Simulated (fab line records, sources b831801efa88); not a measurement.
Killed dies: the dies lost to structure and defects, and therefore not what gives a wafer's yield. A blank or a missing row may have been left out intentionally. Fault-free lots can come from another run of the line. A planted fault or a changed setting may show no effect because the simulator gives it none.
fab line records	flow sky130
[record] lots = 12	wafers = 36	last_day = 50
route steps=708 shown NWELL@77 VT_ADJUST_NCORE@129 LOCAL_INTERCONNECT@399 CONTACT@429
lots that met no fault: taken from a fault-free run of the same line
start_h: start of the lot's first displayed wafer, in hours after the record's first day	wait_h: how many hours have passed since the lot's step before this one	" the same as in the row above	L1.1+2: one row covering several wafers at once	- value missing, or start not given	* or withheld: withheld	< > ~ a bound
route shown NAME@n: names a module that has steps shown in the file, with the first one's number in the route	usual: mean/standard deviation taken from wafers without a fault	same: alike in all rows	chamber/n: place in a boat	sites: readings site by site	_std_site: the values' standard deviation	_edge_site: inner sites' mean taken away from outer sites' mean	radius_mm: for every site, how far away it sits from the centre of the wafer	mask NAME#n: copy n	behind: the most recent tool/chamber to have shaped the wafer	hold: cause of the lot's hold/its duration in hours/its outcome	device: the transistor (n, p or np) that didn't switch	end of line: the same wafers' tests at the end of the route	a step without rows: its recipe alone	killed: not the wafer's yield, but the dies lost to structure and defects at the first sort	map: a wafer's dies, marking killed ones x, the rest . and places with no die _
set.NAME: the setting as run; set.NAME@STEP: as run at that earlier step	model.NAME: the simulator's own value behind a step, which no gauge read
a sample of lots followed through the steps of the route, with each step as a table and each wafer as a row
services: the hour from which a tool's chamber was out of use, counted from the record's first day as start_h (under 0 if before that day), plus the number of hours and why
[[steps]]
[step SKY_NWELL_IMPLANT_24]
[recipe] species = B	energy_kev = 140	dose_cm2 = 9.2e+12	tilt_deg = withheld
[usual] dose_ions_cm2 = 9.201e+12/9.1e+09	faraday_current_uA = 51.6/1.1
lot.wafer	tool	chamber	start_h	wait_h	dose_ions_cm2	faraday_current_uA
L370.1	implanter-02	0	105.60	0.0	9.202e+12	53.9
L370.3	"	0	"	"	9.203e+12	51.4
L370.5	"	0	"	"	9.208e+12	52.5
L371.1	implanter-04	0	113.52	0.0	9.206e+12	52.7
L371.3	"	0	"	"	9.209e+12	50.2
L371.4	"	0	"	"	9.201e+12	51.6
L373.2	implanter-03	0	120.88	0.0	9.207e+12	51.1
L373.3	"	0	"	"	9.222e+12	52.6
L373.5	"	0	"	"	9.197e+12	51.3
L375.3	implanter-04	0	138.60	0.1	9.205e+12	51.7
L375.4	"	0	"	"	9.203e+12	53.8
L375.5	"	0	"	"	9.192e+12	51.5
L377.1	implanter-04	0	146.15	0.0	9.198e+12	50.4
L377.3	"	0	"	"	9.198e+12	53.0
L377.5	"	0	"	"	9.206e+12	49.7
L378.3	implanter-03	0	152.32	0.1	9.2e+12	51.9
L378.4	"	0	"	"	9.192e+12	51.3
L378.5	"	0	"	"	9.203e+12	52.9
L383.2	implanter-03	0	182.10	0.0	3.5385e+13	198.5
L383.3	"	0	"	"	3.5379e+13	201.7
L383.5	"	0	"	"	3.5377e+13	196.7
L385.1	implanter-03	0	189.62	0.0	3.5382e+13	199.8
L385.4	"	0	"	"	3.54e+13	203.9
L385.6	"	0	"	"	3.539e+13	199.9
L386.2	implanter-02	0	201.30	0.0	9.203e+12	51.8
L386.4	"	0	"	"	9.2e+12	50.1
L386.6	"	0	"	"	9.213e+12	50.1
L387.1	implanter-04	0	224.52	0.0	9.202e+12	53.4
L387.5	"	0	"	"	9.203e+12	51.7
L387.6	"	0	"	"	9.197e+12	50.6
L391.3	implanter-04	0	236.35	0.1	9.196e+12	51.3
L391.4	"	0	"	"	9.198e+12	51.5
L391.5	"	0	"	"	9.213e+12	51.2
L390.2	implanter-04	0	237.28	0.0	9.195e+12	51.9
L390.3	"	0	"	"	9.195e+12	50.9
L390.5	"	0	"	"	9.19e+12	52.9
[step SKY_NWELL_TW_MEAS_26]
[usual] NWELL_2_TW = 495.4/2.2
lot.wafer	tool	chamber	start_h	wait_h	NWELL_2_TW
L370.1	film_metro-03	-	105.85	0.1	499.6
L370.3	"	-	"	"	499.6
L370.5	"	-	"	"	497.7
L371.1	film_metro-04	-	113.77	0.1	495.7
L371.3	"	-	"	"	494.8
L371.4	"	-	"	"	493.7
L373.2	film_metro-03	-	121.11	0.1	497.6
L373.3	"	-	"	"	498.5
L373.5	"	-	"	"	497.8
L375.3	film_metro-03	-	138.82	0.1	499.5
L375.4	"	-	"	"	497.5
L375.5	"	-	"	"	497.4
L377.1	film_metro-03	-	146.40	0.1	492.8
L377.3	"	-	"	"	495.6
L377.5	"	-	"	"	493.8
L378.3	film_metro-03	-	152.54	0.1	493.5
L378.4	"	-	"	"	493.2
L378.5	"	-	"	"	493.1
L383.2	film_metro-03	-	182.33	0.1	752.7
L383.3	"	-	"	"	755.2
L383.5	"	-	"	"	754.0
L385.1	film_metro-04	-	189.87	0.1	759.0
L385.4	"	-	"	"	756.6
L385.6	"	-	"	"	759.1
L386.2	film_metro-01	-	201.53	0.1	496.3
L386.4	"	-	"	"	494.0
L386.6	"	-	"	"	496.0
L387.1	film_metro-01	-	224.77	0.1	498.0
L387.5	"	-	"	"	494.6
L387.6	"	-	"	"	494.4
L391.3	film_metro-03	-	236.57	0.1	493.4
L391.4	"	-	"	"	492.6
L391.5	"	-	"	"	493.8
L390.2	film_metro-03	-	237.51	0.1	493.1
L390.3	"	-	"	"	496.0
L390.5	"	-	"	"	495.4
[step SKY_VT_ADJUST_NCORE_STRIP_10]
[recipe] chemistry = O2/N2	power_w = 1400	pressure_mtorr = 1500	platen_temp_c = withheld	o2_flow_sccm = 3000	n2_flow_sccm = 300	overash_fraction = 0.5
[usual] drypump_motor_current_A = 5.67/0.29	o2_flow_sccm = 3003/8.6	oes_product_au = 0.716/0.0043	strip_time_to_endpoint_s = 14.19/0.038
[same] overash_fraction = 0.5
lot.wafer	tool	chamber	start_h	wait_h	drypump_motor_current_A	o2_flow_sccm	oes_product_au	rf_hours_counter_h	strip_time_to_endpoint_s
L370.1	plasma_asher-04	1	182.60	0.1	6.12	3010	0.715	37	14.18
L370.3	"	1	"	"	6.10	2999	0.713	-	14.20
L370.5	"	0	"	"	5.77	3003	0.716	-	14.20
L371.1	plasma_asher-03	1	190.65	0.1	5.74	3008	0.719	55	14.14
L371.3	"	0	"	"	5.30	2979	0.721	-	14.17
L371.4	"	1	"	"	5.75	3005	0.715	-	14.18
L373.2	plasma_asher-02	0	200.59	0.1	5.28	3011	0.724	4	14.19
L373.3	"	0	"	"	5.25	2996	0.714	-	14.16
L373.5	"	1	"	"	5.61	3024	0.711	-	14.17
L375.3	plasma_asher-02	1	218.63	0.1	5.59	2995	0.718	-	14.24
L375.4	"	0	"	"	5.28	2992	0.719	-	14.23
L375.5	"	0	"	"	5.26	2992	0.709	-	14.27
L377.1	plasma_asher-04	1	229.75	0.1	6.10	3003	0.717	42	14.19
L377.3	"	0	"	"	5.74	3002	0.709	-	14.13
L377.5	"	1	"	"	6.09	3004	0.718	-	14.20
L378.3	plasma_asher-04	0	239.60	0.1	5.78	2995	0.718	-	14.24
L378.4	"	1	"	"	6.08	2986	0.714	-	14.21
L378.5	"	0	"	"	5.73	2994	0.713	-	14.21
L383.2	plasma_asher-03	1	274.94	0.1	5.74	3008	0.717	63	14.23
L383.3	"	1	"	"	5.75	3008	0.717	-	14.18
L383.5	"	1	"	"	5.74	3007	0.718	-	14.24
L385.1	plasma_asher-02	1	284.05	0.1	5.60	2985	0.715	11	14.22
L385.4	"	1	"	"	5.58	3004	0.716	-	14.21
L385.6	"	1	"	"	5.62	2988	0.721	-	14.16
L386.2	plasma_asher-03	1	296.39	0.1	5.75	2999	0.711	65	14.17
L386.4	"	1	"	"	5.75	3005	0.713	-	14.18
L386.6	"	0	"	"	5.32	3006	0.723	-	14.18
L387.1	plasma_asher-02	1	324.49	0.1	5.59	3015	0.729	15	14.16
L387.5	"	1	"	"	5.62	3016	0.717	-	14.15
L387.6	"	0	"	"	5.25	3009	0.710	-	14.19
L391.3	plasma_asher-04	1	337.68	0.1	6.08	3009	0.714	-	14.20
L391.4	"	0	"	"	5.75	3003	0.713	-	14.26
L391.5	"	1	"	"	6.10	3001	0.721	-	14.15
L390.2	plasma_asher-03	1	338.14	0.1	5.73	2993	0.723	69	14.19
L390.3	"	0	"	"	5.33	3010	0.714	-	14.20
L390.5	"	0	"	"	5.34	2996	0.719	-	14.24
[step SKY_LOCAL_INTERCONNECT_OVL_MEAS_12]
[usual] LOCAL_INTERCONNECT_OVL = -1/4.8
lot.wafer	tool	chamber	start_h	wait_h	LOCAL_INTERCONNECT_OVL[nm]
L370.1	overlay-01	-	704.30	0.1	1
L370.3	"	-	"	"	5
L370.5	"	-	"	"	7
L371.1	overlay-02	-	719.46	0.1	-1
L371.3	"	-	"	"	6
L371.4	"	-	"	"	-1
L373.2	overlay-01	-	730.46	0.1	2
L373.3	"	-	"	"	-5
L373.5	"	-	"	"	6
L375.3	overlay-01	-	755.47	0.1	-1
L375.4	"	-	"	"	2
L375.5	"	-	"	"	-1
L377.1	overlay-01	-	760.51	0.1	-8
L377.3	"	-	"	"	-6
L377.5	"	-	"	"	-11
L378.3	overlay-02	-	778.87	0.1	-5
L378.4	"	-	"	"	3
L378.5	"	-	"	"	-5
L383.2	overlay-01	-	814.18	0.1	-1
L383.3	"	-	"	"	2
L383.5	"	-	"	"	4
L386.2	overlay-02	-	837.81	0.1	3
L386.4	"	-	"	"	3
L386.6	"	-	"	"	5
L385.1	overlay-02	-	840.21	0.1	4
L385.4	"	-	"	"	-4
L385.6	"	-	"	"	-7
L387.1	overlay-01	-	869.74	0.1	3
L387.5	"	-	"	"	6
L387.6	"	-	"	"	7
L391.3	overlay-01	-	871.60	0.1	1
L391.4	"	-	"	"	-3
L391.5	"	-	"	"	-4
L390.2	overlay-01	-	874.19	0.1	-1
L390.3	"	-	"	"	-5
L390.5	"	-	"	"	-11
[step SKY_CONTACT_SPUTTER_23]
[recipe] material = TiN	target_thk_nm = 20	chamber_pressure_pa = 5	power_w = 4000	time_s = 80
[usual] cathode_dc_power_W = 4000.0/0.75	throttle_valve_pct = 29.6/1.1
lot.wafer	tool	chamber	start_h	wait_h	cathode_dc_power_W	throttle_valve_pct
L370.1	pvd_sputter-02	-	733.91	0.0	3999.5	28.5
L370.3	"	-	"	"	3999.2	28.2
L370.5	"	-	"	"	4000.5	28.1
L371.1	pvd_sputter-01	-	748.84	0.0	4000.9	28.4
L371.3	"	-	"	"	4000.7	28.5
L371.4	"	-	"	"	4000.5	28.8
L373.2	pvd_sputter-04	-	760.25	0.0	4000.1	31.1
L373.3	"	-	"	"	4000.9	29.9
L373.5	"	-	"	"	4000.3	30.8
L375.3	pvd_sputter-01	-	784.02	0.0	4000.0	28.7
L375.4	"	-	"	"	3997.9	31.0
L375.5	"	-	"	"	3999.2	30.8
L377.1	pvd_sputter-02	-	789.50	0.0	4000.0	28.5
L377.3	"	-	"	"	4000.3	28.3
L377.5	"	-	"	"	3999.5	28.4
L378.3	pvd_sputter-04	-	808.19	0.0	3999.7	31.3
L378.4	"	-	"	"	3999.1	30.6
L378.5	"	-	"	"	4001.8	29.7
L383.2	pvd_sputter-01	-	843.22	0.0	3999.0	28.6
L383.3	"	-	"	"	4001.3	28.5
L383.5	"	-	"	"	3999.9	28.9
L386.2	pvd_sputter-02	-	866.45	0.0	3999.3	30.2
L386.4	"	-	"	"	4000.0	28.6
L386.6	"	-	"	"	3998.0	28.5
L385.1	pvd_sputter-02	-	868.48	0.0	4001.2	30.7
L385.4	"	-	"	"	4000.1	28.6
L385.6	"	-	"	"	3999.7	30.7
L387.1	pvd_sputter-01	-	898.18	0.0	4000.6	28.4
L387.5	"	-	"	"	3998.9	31.0
L387.6	"	-	"	"	4000.1	28.5
L391.3	pvd_sputter-02	-	899.56	0.0	4000.1	30.6
L391.4	"	-	"	"	4000.4	28.6
L391.5	"	-	"	"	3999.8	30.7
L390.2	pvd_sputter-01	-	901.93	0.0	4000.1	30.9
L390.3	"	-	"	"	4000.8	28.7
L390.5	"	-	"	"	3999.9	28.6
[[services]]
tool	chamber	start_h	hours	kind
implanter-03	-	82.73	3.1	repair
implanter-03	-	112.93	4.4	pm
plasma_asher-04	-	123.31	2.0	repair
plasma_asher-04	-	129.92	0.5	repair
pvd_sputter-01	-	171.40	0.5	repair
implanter-04	-	182.92	1.8	repair
pvd_sputter-02	-	213.61	2.2	repair
implanter-04	-	239.93	2.9	repair
implanter-04	-	242.80	3.0	pm
pvd_sputter-01	-	280.68	1.8	repair
implanter-04	-	290.65	8.6	repair
pvd_sputter-02	-	344.09	4.9	repair
pvd_sputter-01	-	360.51	7.2	repair
implanter-04	-	386.37	5.1	repair
pvd_sputter-02	-	408.09	1.1	repair
implanter-04	-	420.82	5.7	repair
implanter-04	-	438.17	0.6	repair
pvd_sputter-02	-	639.55	2.6	repair
implanter-04	-	699.82	3.2	pm
pvd_sputter-01	-	705.43	4.2	repair
implanter-04	-	731.62	4.2	pm
implanter-04	-	760.55	15.3	repair
pvd_sputter-02	-	850.71	7.7	repair
implanter-04	-	866.00	3.3	repair
[[key]]
[first_sign] step = SKY_NWELL_IMPLANT_24	reading = dose_ions_cm2	direction = up	sigmas = 99+	usual = *	struck = *
[effect] step = SKY_NWELL_IMPLANT_24	reading = faraday_current_uA	direction = up	sigmas = 99+	usual = 51.6	struck = 200.1
[effect] step = SKY_NWELL_TW_MEAS_26	reading = NWELL_2_TW	direction = up	sigmas = 99+	usual = 495.4	struck = 756.1
met_at SKY_NWELL_IMPLANT_24
struck_lots L383,L385
tester_left_out L383,L385
not_acting_at SKY_VT_ADJUST_NCORE_STRIP_10,SKY_LOCAL_INTERCONNECT_OVL_MEAS_12,SKY_CONTACT_SPUTTER_23
onset_between 152.32 182.10
[fault] kind = process_parameter_drift	tool = implanter-03	chamber = -	onset_h = 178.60	steps = SKY_NWELL_IMPLANT_24	channel = dose_cm2	offset = *	shape = step	end_h = 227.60	acts_in = *	stated = *
// tester_left_out: of these lots the tester's yield and bins aren't shown, on N5 and GAA mostly nor the transistor test; their killed dies are dies lost to structure and defects alone, not to doping, threshold or leakage, so they don't give the yield
